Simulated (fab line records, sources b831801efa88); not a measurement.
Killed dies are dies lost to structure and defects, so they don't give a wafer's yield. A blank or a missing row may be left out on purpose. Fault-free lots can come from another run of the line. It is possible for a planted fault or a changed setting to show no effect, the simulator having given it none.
fab line records ; flow sky130
record lots=11; wafers=33; last-day=50
route steps=708 shown METAL2@503 VIA2@523 METAL3@535
lots with no fault: from the same line, run without faults
start-h: the number of hours between the record's first day and the start of the first shown wafer of the lot ; wait-h: how many hours have passed since the lot's step before this one ; " unchanged from the row above ; L1.1+2: several wafers, shown together as one row ; - value missing, or start not given ; * or withheld: withheld ; < > ~ a bound
route shown NAME@n: names a module that has steps shown in the file, with the first one's number in the route ; usual: mean and standard deviation over wafers with no fault ; same: alike in all rows ; chamber/n: place in a boat ; sites: each site's reading ; _std_site: the values' standard deviation ; _edge_site: outer sites' mean less inner sites' ; radius-mm: for every site, how far away it sits from the centre of the wafer ; mask NAME#n: copy n ; behind: tool/chamber where the wafer was last shaped ; hold: reason for holding the lot/hours on hold/outcome of the hold ; device: transistor that didn't switch, given as n, p or np ; end of line: tests of these same wafers at the route's end ; a step without rows: its recipe alone ; killed: dies that structure and defects cost at the first sort, which is not the same as the wafer's yield ; map: per-die view of a wafer (x killed, . not killed, _ where there is no die)
set.NAME: the setting as run; set.NAME@STEP: as run at that earlier step ; model.NAME: the simulator's own value behind a step, which no gauge read
one table for each step of the route and one row for each wafer, over a sample of lots
services: from which hour (start-h, from the record's first day; less than 0 if before it) a tool's chamber was out of use, for how many hours, and why
## steps
# step SKY_METAL2_STRIP_20
# recipe chemistry=O2/N2; power-w=1400; pressure-mtorr=1500; platen-temp-c=withheld; o2-flow-sccm=3000; n2-flow-sccm=300; overash-fraction=0.5
# usual drypump-motor-current-A=5.8/0.31; oes-product-au=0.346/0.0052; strip-time-to-endpoint-s=2.76/0.04
lot.wafer;tool;chamber;start-h;wait-h;drypump-motor-current-A;oes-product-au;rf-hours-counter-h;strip-time-to-endpoint-s
L633.2;plasma-asher-03;1;835.52;0.1;5.4;0.343;68;2.75
L633.3;plasma-asher-03;0;835.52;0.1;5.3;0.344;-;2.73
L633.6;plasma-asher-03;0;835.52;0.1;5.3;0.358;-;2.75
L635.1;plasma-asher-03;0;849.22;0.1;5.3;0.345;69;2.71
L635.2;plasma-asher-03;1;849.22;0.1;5.4;0.353;69;2.71
L635.5;plasma-asher-03;0;849.22;0.1;5.3;0.340;-;2.76
L636.2;plasma-asher-01;1;857.65;0.1;5.6;0.333;107;2.72
L636.4;plasma-asher-01;1;857.65;0.1;5.6;0.345;-;2.66
L636.5;plasma-asher-01;0;857.65;0.1;6.2;0.351;-;2.78
L637.1;plasma-asher-03;0;861.84;0.1;5.3;0.345;71;2.78
L637.2;plasma-asher-03;1;861.84;0.1;5.4;0.355;71;2.81
L637.5;plasma-asher-03;1;861.84;0.1;5.4;0.344;-;2.82
L638.2;plasma-asher-01;1;869.92;0.1;5.6;0.345;109;2.77
L638.5;plasma-asher-01;0;869.92;0.1;6.2;0.345;-;2.78
L638.6;plasma-asher-01;1;869.92;0.1;5.6;0.351;-;2.78
L642.1;plasma-asher-02;1;892.27;0.1;6.1;0.346;15;2.79
L642.2;plasma-asher-02;0;892.27;0.1;5.7;0.345;15;2.78
L642.6;plasma-asher-02;1;892.27;0.1;6.1;0.347;-;2.73
L643.4;plasma-asher-02;0;896.29;0.1;5.8;0.349;-;2.76
L643.5;plasma-asher-02;1;896.29;0.1;6.1;0.354;-;2.78
L643.6;plasma-asher-02;0;896.29;0.1;5.7;0.341;-;2.77
L653.1;plasma-asher-01;0;968.60;0.1;6.1;0.335;119;2.72
L653.5;plasma-asher-01;1;968.60;0.1;5.6;0.345;-;2.71
L653.6;plasma-asher-01;0;968.60;0.1;6.2;0.345;-;2.71
L654.2;plasma-asher-02;0;971.22;0.1;5.7;0.341;22;2.77
L654.4;plasma-asher-02;0;971.22;0.1;5.7;0.345;-;2.81
L654.6;plasma-asher-02;1;971.22;0.1;6.0;0.352;-;2.75
L655.2;plasma-asher-01;0;974.95;0.1;6.2;0.343;120;2.74
L655.3;plasma-asher-01;0;974.95;0.1;6.2;0.350;-;2.74
L655.5;plasma-asher-01;0;974.95;0.1;6.2;0.348;-;2.68
L656.1;plasma-asher-01;1;977.34;0.1;5.6;0.336;120;2.72
L656.3;plasma-asher-01;1;977.34;0.1;5.6;0.345;-;2.83
L656.6;plasma-asher-01;0;977.34;0.1;6.2;0.349;-;2.77
# step SKY_VIA2_STRIP_16
# recipe chemistry=O2/N2; power-w=1400; pressure-mtorr=1500; platen-temp-c=withheld; o2-flow-sccm=3000; n2-flow-sccm=300; overash-fraction=0.5
# usual drypump-motor-current-A=5.8/0.43; oes-product-au=0.399/0.0047; strip-time-to-endpoint-s=4.056/0.026
lot.wafer;tool;chamber;start-h;wait-h;drypump-motor-current-A;oes-product-au;rf-hours-counter-h;strip-time-to-endpoint-s
L633.2;plasma-asher-01;0;861.97;0.0;6.2;0.395;108;4.049
L633.3;plasma-asher-01;1;861.97;0.0;5.7;0.393;-;4.020
L633.6;plasma-asher-01;1;861.97;0.0;5.6;0.399;-;4.071
L635.1;plasma-asher-02;1;875.97;0.0;6.0;0.395;13;4.063
L635.2;plasma-asher-02;0;875.97;0.0;5.7;0.397;13;4.092
L635.5;plasma-asher-02;0;875.97;0.0;5.7;0.395;-;4.088
L636.2;plasma-asher-04;1;885.29;0.0;4.8;0.393;43;4.084
L636.4;plasma-asher-04;0;885.29;0.0;6.3;0.396;-;4.070
L636.5;plasma-asher-04;0;885.29;0.0;6.2;0.392;-;4.074
L637.1;plasma-asher-04;1;888.22;0.0;4.8;0.389;44;4.029
L637.2;plasma-asher-04;0;888.22;0.0;6.2;0.396;44;4.027
L637.5;plasma-asher-04;0;888.22;0.0;6.2;0.399;-;3.998
L638.2;plasma-asher-01;0;896.68;0.0;6.2;0.402;111;4.073
L638.5;plasma-asher-01;0;896.68;0.0;6.2;0.413;-;4.076
L638.6;plasma-asher-01;1;896.68;0.0;5.6;0.398;-;4.062
L642.1;plasma-asher-01;1;917.34;0.0;5.7;0.404;114;4.054
L642.2;plasma-asher-01;0;917.34;0.0;6.1;0.403;114;4.088
L642.6;plasma-asher-01;1;917.34;0.0;5.6;0.401;-;4.044
L643.4;plasma-asher-02;1;921.92;0.1;6.1;0.399;-;4.058
L643.5;plasma-asher-02;1;921.92;0.1;6.1;0.402;-;4.047
L643.6;plasma-asher-02;0;921.92;0.1;5.7;0.387;-;4.093
L653.1;plasma-asher-04;0;994.56;0.0;6.2;0.396;53;4.074
L653.5;plasma-asher-04;1;994.56;0.0;4.8;0.400;-;4.042
L653.6;plasma-asher-04;0;994.56;0.0;6.3;0.391;-;4.077
L654.2;plasma-asher-02;0;995.61;0.0;5.8;0.399;25;4.074
L654.4;plasma-asher-02;0;995.61;0.0;5.8;0.403;-;4.043
L654.6;plasma-asher-02;1;995.61;0.0;6.1;0.406;-;4.084
L655.2;plasma-asher-04;1;1000.37;0.0;4.8;0.393;54;4.087
L655.3;plasma-asher-04;1;1000.37;0.0;4.8;0.406;-;4.121
L655.5;plasma-asher-04;1;1000.37;0.0;4.8;0.395;-;4.083
L656.1;plasma-asher-01;0;1002.59;0.1;6.2;0.395;122;4.056
L656.3;plasma-asher-01;1;1002.59;0.1;5.6;0.398;-;4.060
L656.6;plasma-asher-01;0;1002.59;0.1;6.2;0.399;-;4.056
# step SKY_METAL3_SPUTTER_03
# recipe material=Ti; target-thk-nm=5; power-w=3000; time-s=3.3; chamber-pressure-pa=0.4
# usual throttle-valve-pct=30.2/0.99
lot.wafer;tool;chamber;start-h;wait-h;throttle-valve-pct
L633.2;pvd-sputter-04;-;863.32;0.0;31.5
L633.3;pvd-sputter-04;-;863.32;0.0;30.9
L633.6;pvd-sputter-04;-;863.32;0.0;29.9
L635.1;pvd-sputter-04;-;877.36;0.0;31.5
L635.2;pvd-sputter-04;-;877.36;0.0;30.8
L635.5;pvd-sputter-04;-;877.36;0.0;30.2
L636.2;pvd-sputter-04;-;886.67;0.0;31.6
L636.4;pvd-sputter-04;-;886.67;0.0;30.4
L636.5;pvd-sputter-04;-;886.67;0.0;29.6
L637.1;pvd-sputter-03;-;889.57;0.0;31.2
L637.2;pvd-sputter-03;-;889.57;0.0;29.4
L637.5;pvd-sputter-03;-;889.57;0.0;31.0
L638.2;pvd-sputter-04;-;898.03;0.0;29.8
L638.5;pvd-sputter-04;-;898.03;0.0;31.1
L638.6;pvd-sputter-04;-;898.03;0.0;29.6
L642.1;pvd-sputter-04;-;918.72;0.0;29.6
L642.2;pvd-sputter-04;-;918.72;0.0;30.8
L642.6;pvd-sputter-04;-;918.72;0.0;31.6
L643.4;pvd-sputter-03;-;923.24;0.0;29.5
L643.5;pvd-sputter-03;-;923.24;0.0;30.7
L643.6;pvd-sputter-03;-;923.24;0.0;31.0
L653.1;pvd-sputter-04;-;995.91;0.0;30.2
L653.5;pvd-sputter-04;-;995.91;0.0;29.7
L653.6;pvd-sputter-04;-;995.91;0.0;30.2
L654.2;pvd-sputter-02;-;996.96;0.0;28.9
L654.4;pvd-sputter-02;-;996.96;0.0;27.7
L654.6;pvd-sputter-02;-;996.96;0.0;27.7
L655.2;pvd-sputter-03;-;1001.79;0.0;29.7
L655.3;pvd-sputter-03;-;1001.79;0.0;29.7
L655.5;pvd-sputter-03;-;1001.79;0.0;29.3
L656.1;pvd-sputter-02;-;1003.94;0.0;30.5
L656.3;pvd-sputter-02;-;1003.94;0.0;30.7
L656.6;pvd-sputter-02;-;1003.94;0.0;30.9
# step SKY_METAL3_ETCH_17
# recipe target=SiO2; stop-on=TiN; chemistry=C4F8/O2/Ar; source-w=1500; bias-w=1200; pressure-mtorr=40; c4f8-flow-sccm=withheld; O2_flow_sccm=6; Ar_flow_sccm=300; time-s=3.9; target-depth-a=150
# usual bias-w=1200/3.1; oes-product-au=0.752/0.0075
lot.wafer;tool;chamber;start-h;wait-h;bias-w;oes-product-au;rf-hours-counter-h
L633.2;rie-diel-03;2;913.86;0.1;1205;0.743;3
L633.3;rie-diel-03;0;913.86;0.1;1198;0.757;13
L633.6;rie-diel-03;1;913.86;0.1;1201;0.745;-
L635.1;rie-diel-03;1;927.31;0.1;1202;0.749;16
L635.2;rie-diel-03;0;927.31;0.1;1196;0.752;14
L635.5;rie-diel-03;0;927.31;0.1;1196;0.748;-
L636.2;rie-diel-03;2;936.04;0.1;1204;0.744;3
L636.4;rie-diel-03;0;936.04;0.1;1204;0.755;14
L636.5;rie-diel-03;2;936.04;0.1;1199;0.749;-
L637.1;rie-diel-01;3;939.20;0.1;1202;0.744;23
L637.2;rie-diel-01;2;939.20;0.1;1199;0.743;21
L637.5;rie-diel-01;2;939.20;0.1;1198;0.754;-
L638.2;rie-diel-04;0;947.21;0.1;1195;0.747;3
L638.5;rie-diel-04;3;947.21;0.1;1202;0.747;-
L638.6;rie-diel-04;2;947.21;0.1;1198;0.757;-
L642.1;rie-diel-04;3;968.90;0.1;1203;0.751;18
L642.2;rie-diel-04;2;968.90;0.1;1202;0.754;6
L642.6;rie-diel-04;1;968.90;0.1;1200;0.751;-
L643.4;rie-diel-01;1;974.25;0.0;1155;0.760;12
L643.5;rie-diel-01;1;974.25;0.0;1152;0.761;-
L643.6;rie-diel-01;2;974.25;0.0;1196;0.747;-
L653.1;rie-diel-04;1;1042.96;0.1;1206;0.750;11
L653.5;rie-diel-04;1;1042.96;0.1;1203;0.765;-
L653.6;rie-diel-04;2;1042.96;0.1;1198;0.766;-
L654.2;rie-diel-01;1;1043.84;0.1;1200;0.751;14
L654.4;rie-diel-01;3;1043.84;0.1;1201;0.759;26
L654.6;rie-diel-01;0;1043.84;0.1;1201;0.760;-
L655.2;rie-diel-01;3;1049.39;0.1;1203;0.754;26
L655.3;rie-diel-01;1;1049.39;0.1;1198;0.753;14
L655.5;rie-diel-01;3;1049.39;0.1;1198;0.767;-
L656.1;rie-diel-01;3;1050.56;0.1;1195;0.756;26
L656.3;rie-diel-01;2;1050.56;0.1;1197;0.766;25
L656.6;rie-diel-01;3;1050.56;0.1;1196;0.755;-
## services
tool;chamber;start-h;hours;kind
rie-diel-03;2;814.60;10.9;repair
rie-diel-03;-;820.90;2.5;repair
rie-diel-01;-;825.17;0.8;repair
plasma-asher-03;-;826.60;3.1;repair
plasma-asher-04;-;835.54;2.6;repair
rie-diel-01;2;840.85;27.7;repair
rie-diel-03;1;847.97;5.0;repair
plasma-asher-02;-;869.41;5.4;repair
rie-diel-04;1;869.82;3.1;repair
pvd-sputter-04;-;880.49;1.2;repair
rie-diel-03;3;885.81;3.9;repair
pvd-sputter-03;-;889.81;9.0;repair
rie-diel-03;-;896.06;14.6;pm
plasma-asher-02;-;897.30;5.9;repair
rie-diel-01;3;900.85;12.0;repair
rie-diel-04;2;900.98;2.7;repair
rie-diel-04;0;906.76;2.5;repair
rie-diel-01;2;908.11;19.0;repair
rie-diel-04;3;917.56;2.6;repair
rie-diel-01;1;923.72;35.9;repair
rie-diel-01;3;929.30;3.8;repair
plasma-asher-04;-;948.38;13.0;repair
rie-diel-01;2;1009.52;1.7;repair
rie-diel-01;2;1024.27;2.8;repair
## key
first-sign step=SKY_METAL3_ETCH_17; reading=bias-w; direction=down; sigmas=15; usual=1200; struck=1154
effect none on later readings
met-at SKY_METAL3_ETCH_17
struck-lots L643
struck-wafers L643.4,L643.5
not-acting-at SKY_METAL2_STRIP_20,SKY_VIA2_STRIP_16,SKY_METAL3_SPUTTER_03
fault kind=process-parameter-drift; tool=rie-diel-01; chamber=1; onset-h=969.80; steps=SKY_METAL3_ETCH_17; channel=bias-w; offset=-39.371; shape=step; end-h=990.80; acts-in=these-recipes-only; stated=1200
